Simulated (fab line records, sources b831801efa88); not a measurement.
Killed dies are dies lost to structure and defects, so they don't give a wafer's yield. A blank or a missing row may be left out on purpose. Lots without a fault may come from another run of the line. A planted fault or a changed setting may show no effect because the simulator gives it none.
fab line records | flow sky130
record lots=12 wafers=36 last_day=50
route steps=708 shown FIELD_ISO@17 PWDE@55 NWELL@67 PAD_OPEN@708
lots that met no fault: from a run of the same line without faults
start_h: hours from the record's first day to the start of the lot's first wafer shown | wait_h: hours since the lot's step before | " the same as in the row above | L1.1+2: a row that stands for several wafers | - no value, or no start given | * or withheld: withheld | < > ~ a bound
route shown NAME@n: a module of which the file shows steps, and the number in the route of the first | usual: mean/standard deviation of fault-free wafers | same: alike in all rows | chamber/n: place in a boat | sites: the reading at each site | _std_site: their standard deviation | _edge_site: outer sites' mean less inner sites' | radius_mm: how far each site lies from the wafer's centre | mask NAME#n: copy n | behind: the tool/chamber that last shaped the wafer | hold: why the lot was held/for how many hours/how that ended | device: the transistor (n, p or np) that didn't switch | end of line: the same wafers' tests at the end of the route | a step without rows: its recipe alone | killed: dies lost to structure and defects at the first sort, not the wafer's yield | map: a wafer's dies, x killed, . not, _ none there
set.NAME: the setting as run; set.NAME@STEP: as run at that earlier step | model.NAME: the simulator's own value behind a step, which no gauge read
steps of the route over a sample of lots; a table a step, a row a wafer
services: from which hour (start_h, from the record's first day; less than 0 if before it) a tool's chamber was out of use, for how many hours, and why
## steps
# step SKY_FIELD_ISO_STRIP_16
# recipe chemistry=O2/N2 power_w=1400 pressure_mtorr=1500 platen_temp_c=withheld o2_flow_sccm=3000 n2_flow_sccm=300 overash_fraction=0.5
# usual drypump_motor_current_A=6.11/0.28 oes_product_au=0.378/0.0047 strip_time_to_endpoint_s=3.546/0.026
# columns lot.wafer tool chamber start_h wait_h drypump_motor_current_A oes_product_au rf_hours_counter_h strip_time_to_endpoint_s
L219.1 plasma_asher-01 0 29.07 0.0 6.28 0.376 36 3.549
L219.4 " 0 " " 6.30 0.391 - 3.541
L219.6 " 0 " " 6.28 0.371 - 3.553
L220.3 plasma_asher-03 0 35.26 0.1 5.64 0.373 - 3.525
L220.4 " 1 " " 6.36 0.373 - 3.530
L220.5 " 0 " " 5.64 0.372 - 3.492
L222.1 plasma_asher-01 1 44.81 0.0 6.40 0.375 38 3.558
L222.2 " 0 " " 6.25 0.377 38 3.529
L222.4 " 0 " " 6.25 0.385 - 3.549
L223.4 plasma_asher-01 0 50.41 0.0 6.30 0.377 - 3.580
L223.5 " 0 " " 6.28 0.374 - 3.575
L223.6 " 1 " " 6.40 0.388 - 3.512
L224.2 plasma_asher-02 0 55.46 0.0 5.86 0.373 21 3.514
L224.5 " 0 " " 5.85 0.371 - 3.519
L224.6 " 1 " " 6.18 0.379 - 3.577
L227.1 plasma_asher-03 0 69.26 0.0 5.60 0.381 39 3.518
L227.4 " 0 " " 5.60 0.381 - 3.551
L227.6 " 0 " " 5.64 0.382 - 3.518
L231.1 plasma_asher-03 0 122.07 0.0 5.64 0.378 45 3.535
L231.2 " 1 " " 6.31 0.369 45 3.520
L231.5 " 0 " " 5.63 0.382 - 3.546
L232.1 plasma_asher-02 0 122.42 0.0 5.83 0.373 28 3.532
L232.2 " 1 " " 6.17 0.373 28 3.539
L232.3 " 1 " " 6.17 0.377 - 3.545
L235.1 plasma_asher-03 0 122.62 0.0 5.67 0.373 45 3.594
L235.4 " 1 " " 6.35 0.383 - 3.588
L235.5 " 1 " " 6.33 0.380 - 3.579
L236.1 plasma_asher-02 0 123.20 0.0 5.86 0.385 28 3.534
L236.3 " 0 " " 5.83 0.376 - 3.521
L236.5 " 1 " " 6.18 0.376 - 3.534
L239.2 plasma_asher-03 0 132.06 0.0 5.68 0.375 46 3.545
L239.4 " 1 " " 6.34 0.364 - 3.555
L239.6 " 1 " " 6.33 0.372 - 3.527
L241.1 plasma_asher-01 0 142.12 0.0 6.27 0.382 2 3.576
L241.5 " 0 " " 6.31 0.380 - 3.562
L241.6 " 1 " " 6.37 0.377 - 3.571
# step SKY_FIELD_ISO_ETCH_17
# recipe target_depth_a=3420 mask_material=Si3N4 chemistry=HBr/Cl2/O2 target=Si taper_deg=5 icp_w=600 bias_w=150 pressure_mtorr=15 HBr_flow_sccm=150 Cl2_flow_sccm=40 O2_flow_sccm=6 time_s=97.7
# usual bias_w=150.0/0.43 drypump_motor_current_A=5.5/0.52 oes_product_au=0.994/0.0078 throttle_valve_pct=25.660/0.0097
# columns lot.wafer tool chamber start_h wait_h bias_w drypump_motor_current_A oes_product_au rf_hours_counter_h throttle_valve_pct
L219.1 rie_si-02 0 29.17 0.1 150.1 5.5 0.996 101 25.672
L219.4 " 2 " " 150.3 5.6 0.990 155 25.669
L219.6 " 0 " " 150.2 5.5 0.985 - 25.667
L220.3 rie_si-02 0 35.33 0.0 148.8 5.5 0.985 101 25.645
L220.4 " 3 " " 150.0 6.4 0.985 57 25.654
L220.5 " 1 " " 150.6 5.1 0.990 - 25.657
L222.1 rie_si-01 0 44.91 0.1 149.8 5.1 1.003 4 25.649
L222.2 " 1 " " 149.3 5.4 1.007 111 25.657
L222.4 " 3 " " 150.3 5.0 0.989 29 25.664
L223.4 rie_si-02 0 50.48 0.0 150.4 5.5 0.987 101 25.665
L223.5 " 0 " " 150.1 5.5 0.992 - 25.654
L223.6 " 1 " " 149.1 5.1 0.994 - 25.665
L224.2 rie_si-02 0 55.56 0.1 149.5 5.5 0.996 102 25.649
L224.5 " 0 " " 149.7 5.5 1.002 - 25.664
L224.6 " 3 " " 150.1 6.4 0.998 - 25.664
L227.1 rie_si-01 2 69.36 0.1 150.2 6.6 1.002 95 25.649
L227.4 " 0 " " 149.8 5.1 0.999 5 25.653
L227.6 " 0 " " 150.0 5.1 1.003 - 25.653
L231.1 rie_si-02 0 122.17 0.1 168.0 5.5 1.010 102 25.661
L231.2 " 1 " " 167.7 5.1 1.006 52 25.662
L231.5 " 1 " " 168.8 5.0 1.010 - 25.639
L232.1 rie_si-02 1 122.52 0.1 167.8 5.1 1.013 52 25.652
L232.2 " 0 " " 168.5 5.5 0.997 102 25.657
L232.3 " 1 " " 167.4 5.1 1.006 - 25.650
L235.1 rie_si-01 3 122.72 0.1 150.0 5.0 0.988 29 25.662
L235.4 " 0 " " 150.0 5.1 0.996 5 25.647
L235.5 " 2 " " 150.7 6.6 0.980 - 25.672
L236.1 rie_si-01 1 123.30 0.1 150.0 5.4 0.998 112 25.674
L236.3 " 2 " " 149.5 6.6 0.989 95 25.660
L236.5 " 3 " " 149.6 5.0 0.973 - 25.673
L239.2 rie_si-01 3 132.16 0.1 149.8 4.9 0.988 30 25.673
L239.4 " 1 " " 149.8 5.3 1.005 112 25.656
L239.6 " 3 " " 150.4 5.0 0.998 - 25.659
L241.1 rie_si-01 1 142.22 0.1 149.8 5.4 1.001 112 25.665
L241.5 " 0 " " 150.0 5.1 0.990 - 25.671
L241.6 " 3 " " 150.1 5.0 0.982 - 25.665
# step SKY_PWDE_TW_MEAS_10
# usual PWDE_TW=378/5.4
# columns lot.wafer tool chamber start_h wait_h PWDE_TW
L219.1 film_metro-04 - 70.74 0.1 384
L219.4 " - " " 382
L219.6 " - " " 384
L220.3 film_metro-04 - 74.25 0.1 385
L220.4 " - " " 383
L220.5 " - " " 384
L222.1 film_metro-02 - 84.83 0.1 374
L222.2 " - " " 373
L222.4 " - " " 374
L223.4 film_metro-04 - 88.97 0.1 382
L223.5 " - " " 382
L223.6 " - " " 384
L224.2 film_metro-04 - 96.78 0.1 385
L224.5 " - " " 387
L224.6 " - " " 384
L227.1 film_metro-04 - 105.72 0.1 386
L227.4 " - " " 385
L227.6 " - " " 383
L235.1 film_metro-02 - 168.04 0.1 375
L235.4 " - " " 373
L235.5 " - " " 374
L231.1 film_metro-01 - 168.39 0.1 374
L231.2 " - " " 372
L231.5 " - " " 375
L232.1 film_metro-01 - 170.28 0.1 373
L232.2 " - " " 374
L232.3 " - " " 372
L236.1 film_metro-02 - 170.63 0.1 374
L236.3 " - " " 376
L236.5 " - " " 375
L239.2 film_metro-02 - 182.13 0.1 372
L239.4 " - " " 374
L239.6 " - " " 373
L241.1 film_metro-04 - 194.78 0.1 382
L241.5 " - " " 384
L241.6 " - " " 382
# step SKY_NWELL_STRIP_14
# recipe chemistry=O2/N2 power_w=1400 pressure_mtorr=1500 platen_temp_c=withheld o2_flow_sccm=3000 n2_flow_sccm=300 overash_fraction=0.5
# usual drypump_motor_current_A=6.1/0.48 oes_product_au=0.722/0.0039 strip_time_to_endpoint_s=36.92/0.11
# columns lot.wafer tool chamber start_h wait_h drypump_motor_current_A oes_product_au rf_hours_counter_h strip_time_to_endpoint_s
L219.1 plasma_asher-02 1 86.92 0.1 6.2 0.719 24 37.01
L219.4 " 0 " " 5.8 0.720 - 36.99
L219.6 " 0 " " 5.9 0.722 - 37.06
L220.3 plasma_asher-02 0 90.43 0.1 5.8 0.725 - 36.85
L220.4 " 1 " " 6.1 0.723 - 36.69
L220.5 " 1 " " 6.1 0.730 - 36.87
L222.1 plasma_asher-04 0 99.82 0.1 5.2 0.716 43 36.91
L222.2 " 1 " " 6.8 0.717 43 36.91
L222.4 " 1 " " 6.7 0.724 - 36.80
L223.4 plasma_asher-01 1 103.76 0.1 6.3 0.723 - 37.17
L223.5 " 1 " " 6.4 0.719 - 37.01
L223.6 " 0 " " 6.3 0.724 - 37.06
L224.2 plasma_asher-02 1 112.32 0.1 6.2 0.723 27 36.78
L224.5 " 0 " " 5.8 0.725 - 36.65
L224.6 " 1 " " 6.2 0.728 - 36.72
L227.1 plasma_asher-02 0 125.28 0.1 5.8 0.722 28 36.90
L227.4 " 1 " " 6.2 0.723 - 37.04
L227.6 " 0 " " 5.8 0.727 - 37.00
L235.1 plasma_asher-01 1 189.38 0.1 6.4 0.724 7 37.06
L235.4 " 0 " " 6.2 0.721 - 37.02
L235.5 " 1 " " 6.4 0.721 - 36.99
L231.1 plasma_asher-02 0 190.02 0.1 5.8 0.723 34 37.06
L231.2 " 1 " " 6.2 0.734 34 37.04
L231.5 " 1 " " 6.2 0.720 - 36.93
L232.1 plasma_asher-02 1 191.34 0.1 6.2 0.721 34 36.94
L232.2 " 0 " " 5.9 0.719 34 36.93
L232.3 " 0 " " 5.9 0.728 - 36.85
L236.1 plasma_asher-04 1 191.93 0.1 6.8 0.719 52 37.00
L236.3 " 1 " " 6.7 0.722 - 36.96
L236.5 " 1 " " 6.7 0.723 - 37.17
L239.2 plasma_asher-01 1 203.34 0.1 6.4 0.726 8 37.03
L239.4 " 1 " " 6.4 0.722 - 37.11
L239.6 " 0 " " 6.3 0.723 - 36.89
L241.1 plasma_asher-04 1 217.53 0.1 6.8 0.727 54 37.02
L241.5 " 1 " " 6.8 0.724 - 36.84
L241.6 " 0 " " 5.2 0.728 - 37.04
# step SKY_PAD_OPEN_PROBE_99
# usual killed_at_M0_to_M3=43/7.3 killed_at_M4_up=3.4/1.7 killed_at_contacts=24/4.5 killed_at_front_end=16/4.4 killed_at_other=0.2/0.51 killed_dies=86/9.7 killed_open=46/6.6 killed_short=39/7.1
# same gross_dies=492 killed_at_back_side=0
# columns lot.wafer tool chamber start_h wait_h killed_at_M0_to_M3 killed_at_M4_up killed_at_contacts killed_at_front_end killed_at_other killed_dies killed_open killed_short
L219.1 prober-02 - 1072.78 0.1 34 4 33 19 1 91 53 37
L219.4 prober-02 - 1072.93 0.2 35 7 27 24 1 94 55 38
L219.6 prober-02 - 1073.03 0.2 45 5 24 20 1 95 55 39
L220.3 prober-02 - 1077.65 0.2 41 2 25 11 0 79 43 36
L220.4 prober-02 - 1077.70 0.2 48 3 20 16 0 87 48 39
L220.5 prober-02 - 1077.75 0.2 34 5 41 15 0 95 60 35
L222.1 prober-01 - 1082.97 0.1 55 2 27 13 0 97 53 44
L222.2 prober-01 - 1083.02 0.1 55 1 22 15 0 93 52 41
L222.4 prober-01 - 1083.12 0.2 53 4 32 12 1 102 54 48
L231.1 prober-01 - 1175.43 0.1 40 3 24 13 0 80 39 40
L231.2 prober-01 - 1175.48 0.1 37 2 34 17 1 91 44 46
L231.5 prober-01 - 1175.63 0.2 36 2 27 13 1 79 36 42
L232.1 prober-01 - 1180.46 0.1 49 3 14 23 1 90 44 46
L232.2 prober-01 - 1180.51 0.1 40 1 20 18 0 79 44 35
L232.3 prober-01 - 1180.56 0.2 59 1 20 18 0 98 51 47
L236.1 prober-01 - 1183.03 0.1 44 4 26 10 1 85 37 48
L236.3 prober-01 - 1183.13 0.2 44 3 23 12 1 83 39 44
L236.5 prober-01 - 1183.23 0.2 38 2 28 14 0 82 49 33
L239.2 prober-01 - 1190.95 0.1 44 4 14 10 0 72 40 32
L239.4 prober-01 - 1191.05 0.2 35 3 20 16 0 74 46 27
L239.6 prober-01 - 1191.15 0.2 40 5 27 15 2 89 41 48
# killed by level:class
L219.1 LI_CONTACT:geometric_particle:open=13 VIA1:geometric_particle:open=9 METAL2:geometric_particle:short=9 CONTACT:geometric_particle:short=6 FIELD_ISO:geometric_particle:open=5 CONTACT:geometric_particle:open=5 VIA2:geometric_particle:open=5 LOCAL_INTERCONNECT:geometric_particle:short=4
L219.4 LI_CONTACT:geometric_particle:open=11 FIELD_ISO:geometric_particle:open=9 CONTACT:geometric_particle:open=8 POLY_GATE:geometric_particle:short=6 METAL2:geometric_particle:short=6 METAL1:geometric_particle:short=5 VIA1:geometric_particle:open=5 FIELD_ISO:geometric_particle:short=4
L219.6 VIA2:geometric_particle:open=10 VIA1:geometric_particle:open=8 VIA3:geometric_particle:open=7 FIELD_ISO:geometric_particle:short=6 LI_CONTACT:geometric_particle:open=6 CONTACT:geometric_particle:open=6 CONTACT:geometric_particle:short=5 VIA2:geometric_particle:short=5
L220.3 CONTACT:geometric_particle:short=9 VIA1:geometric_particle:open=9 VIA2:geometric_particle:open=7 VIA3:geometric_particle:open=7 LOCAL_INTERCONNECT:geometric_particle:short=6 CONTACT:geometric_particle:open=5 METAL1:geometric_particle:short=5 FIELD_ISO:geometric_particle:open=4
L220.4 VIA1:geometric_particle:open=12 CONTACT:geometric_particle:open=9 METAL2:geometric_particle:short=8 VIA3:geometric_particle:open=6 METAL1:geometric_particle:short=5 CONTACT:geometric_particle:short=5 VIA1:geometric_particle:short=5 VIA2:geometric_particle:open=5
L220.5 CONTACT:geometric_particle:open=15 LI_CONTACT:geometric_particle:open=12 VIA1:geometric_particle:open=9 CONTACT:geometric_particle:short=6 VIA2:geometric_particle:open=6 LI_CONTACT:geometric_particle:short=5 FIELD_ISO:geometric_particle:open=4 METAL2:geometric_particle:short=4
L222.1 VIA1:geometric_particle:open=15 LI_CONTACT:geometric_particle:open=11 CONTACT:geometric_particle:open=10 METAL2:geometric_particle:short=9 VIA1:geometric_particle:short=7 VIA3:geometric_particle:open=6 POLY_GATE:geometric_particle:short=5 METAL1:geometric_particle:short=5
L222.2 VIA1:geometric_particle:open=16 CONTACT:geometric_particle:open=11 VIA2:geometric_particle:open=10 VIA1:geometric_particle:short=9 VIA3:geometric_particle:open=5 POLY_GATE:geometric_particle:short=4 LI_CONTACT:geometric_particle:open=4 CONTACT:geometric_particle:short=4
L222.4 VIA2:geometric_particle:open=15 VIA1:geometric_particle:open=12 LI_CONTACT:geometric_particle:open=9 VIA1:geometric_particle:short=8 CONTACT:geometric_particle:short=6 LI_CONTACT:geometric_particle:short=6 POLY_GATE:geometric_particle:short=5 CONTACT:geometric_particle:open=5
L231.1 CONTACT:geometric_particle:open=10 VIA1:geometric_particle:open=9 METAL1:geometric_particle:short=7 METAL2:geometric_particle:short=7 LI_CONTACT:geometric_particle:open=5 VIA2:geometric_particle:open=5 POLY_GATE:geometric_particle:short=4 FIELD_ISO:geometric_particle:open=3
L231.2 CONTACT:geometric_particle:open=8 VIA1:geometric_particle:open=8 LOCAL_INTERCONNECT:geometric_particle:short=7 CONTACT:geometric_particle:short=7 METAL2:geometric_particle:short=6 POLY_GATE:geometric_particle:short=5 LI_CONTACT:geometric_particle:open=5 VIA2:geometric_particle:open=5
L231.5 CONTACT:geometric_particle:open=10 CONTACT:geometric_particle:short=8 METAL2:geometric_particle:short=8 METAL3:geometric_particle:short=7 LI_CONTACT:geometric_particle:open=6 VIA3:geometric_particle:open=5 POLY_GATE:geometric_particle:short=4 VIA1:geometric_particle:open=4
L232.1 FIELD_ISO:geometric_particle:open=9 VIA1:geometric_particle:open=7 VIA1:geometric_particle:short=7 VIA2:geometric_particle:open=7 VIA3:geometric_particle:open=6 LI_CONTACT:geometric_particle:open=5 VIA2:geometric_particle:short=5 METAL3:geometric_particle:short=5
L232.2 VIA1:geometric_particle:open=10 FIELD_ISO:geometric_particle:open=9 CONTACT:geometric_particle:open=9 METAL2:geometric_particle:short=7 FIELD_ISO:geometric_particle:short=6 VIA2:geometric_particle:open=6 LI_CONTACT:geometric_particle:open=4 VIA2:geometric_particle:short=4
L232.3 VIA1:geometric_particle:open=20 METAL1:geometric_particle:short=8 LI_CONTACT:geometric_particle:open=7 CONTACT:geometric_particle:short=7 VIA2:geometric_particle:open=5 VIA3:geometric_particle:open=5 POLY_GATE:geometric_particle:open=4 METAL2:geometric_particle:short=4
L236.1 VIA1:geometric_particle:open=9 VIA1:geometric_particle:short=8 LI_CONTACT:geometric_particle:short=7 LOCAL_INTERCONNECT:geometric_particle:short=6 CONTACT:geometric_particle:open=6 METAL2:geometric_particle:short=5 LI_CONTACT:geometric_particle:open=4 METAL1:geometric_particle:short=4
L236.3 CONTACT:geometric_particle:open=12 METAL2:geometric_particle:short=9 VIA1:geometric_particle:open=8 METAL1:geometric_particle:short=7 VIA3:geometric_particle:open=7 FIELD_ISO:geometric_particle:short=5 LOCAL_INTERCONNECT:geometric_particle:short=4 CONTACT:geometric_particle:short=3
L236.5 VIA1:geometric_particle:open=12 LI_CONTACT:geometric_particle:open=9 VIA1:geometric_particle:short=7 VIA3:geometric_particle:open=7 CONTACT:geometric_particle:open=6 CONTACT:geometric_particle:short=5 METAL2:geometric_particle:short=5 FIELD_ISO:geometric_particle:open=3
L239.2 VIA2:geometric_particle:open=10 VIA1:geometric_particle:short=7 VIA3:geometric_particle:open=7 LI_CONTACT:geometric_particle:open=6 FIELD_ISO:geometric_particle:short=5 METAL1:geometric_particle:short=5 VIA1:geometric_particle:open=5 FIELD_ISO:geometric_particle:open=3
L239.4 VIA2:geometric_particle:open=10 POLY_GATE:geometric_particle:open=7 CONTACT:geometric_particle:open=6 LOCAL_INTERCONNECT:geometric_particle:short=6 VIA1:geometric_particle:open=6 LI_CONTACT:geometric_particle:open=5 VIA1:geometric_particle:short=4 VIA3:geometric_particle:open=4
L239.6 VIA1:geometric_particle:open=10 CONTACT:geometric_particle:open=8 LI_CONTACT:geometric_particle:open=7 FIELD_ISO:geometric_particle:short=5 POLY_GATE:geometric_particle:open=5 VIA1:geometric_particle:short=5 METAL2:geometric_particle:short=5 VIA2:geometric_particle:open=5
## services
# columns tool chamber start_h hours kind
rie_si-01 2 17.48 1.0 repair
plasma_asher-02 - 23.68 14.6 pm
rie_si-02 2 56.67 - clean
rie_si-02 2 56.67 19.3 scheduled_down
rie_si-02 2 56.67 19.3 vent_cycle
rie_si-02 - 85.40 0.1 repair
plasma_asher-01 - 105.80 2.4 repair
plasma_asher-01 - 108.75 9.0 pm
plasma_asher-01 0 108.75 9.0 vent_cycle
plasma_asher-01 1 108.75 9.0 vent_cycle
rie_si-02 3 113.49 19.1 repair
plasma_asher-02 - 116.00 1.9 repair
plasma_asher-01 0 117.75 - clean
plasma_asher-01 1 117.75 - clean
rie_si-02 2 120.61 7.4 repair
plasma_asher-01 - 129.77 3.5 repair
rie_si-01 - 157.16 0.2 repair
plasma_asher-02 - 164.29 3.3 repair
rie_si-01 - 175.73 0.2 repair
rie_si-02 1 187.18 12.5 repair
plasma_asher-04 - 196.80 0.9 repair
## key
first_sign step=SKY_FIELD_ISO_ETCH_17 reading=bias_w direction=up sigmas=42 usual=150.0 struck=168.0
effect step=SKY_FIELD_ISO_ETCH_17 reading=oes_product_au direction=up sigmas=1.6 usual=0.994 struck=1.007
met_at SKY_FIELD_ISO_ETCH_17
struck_lots L231,L232
tester_left_out L231,L232
not_acting_at SKY_FIELD_ISO_STRIP_16,SKY_PWDE_TW_MEAS_10,SKY_NWELL_STRIP_14
onset_between 55.56 122.17
fault kind=process_parameter_drift tool=rie_si-02 chamber=- onset_h=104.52 steps=SKY_FIELD_ISO_ETCH_17 channel=bias_w offset=17.822 shape=step end_h=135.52 acts_in=these_recipes_only stated=150
# tester_left_out: of these lots the tester's yield and bins aren't shown, on N5 and GAA mostly nor the transistor test; their killed dies are dies lost to structure and defects alone, not to doping, threshold or leakage, so they don't give the yield
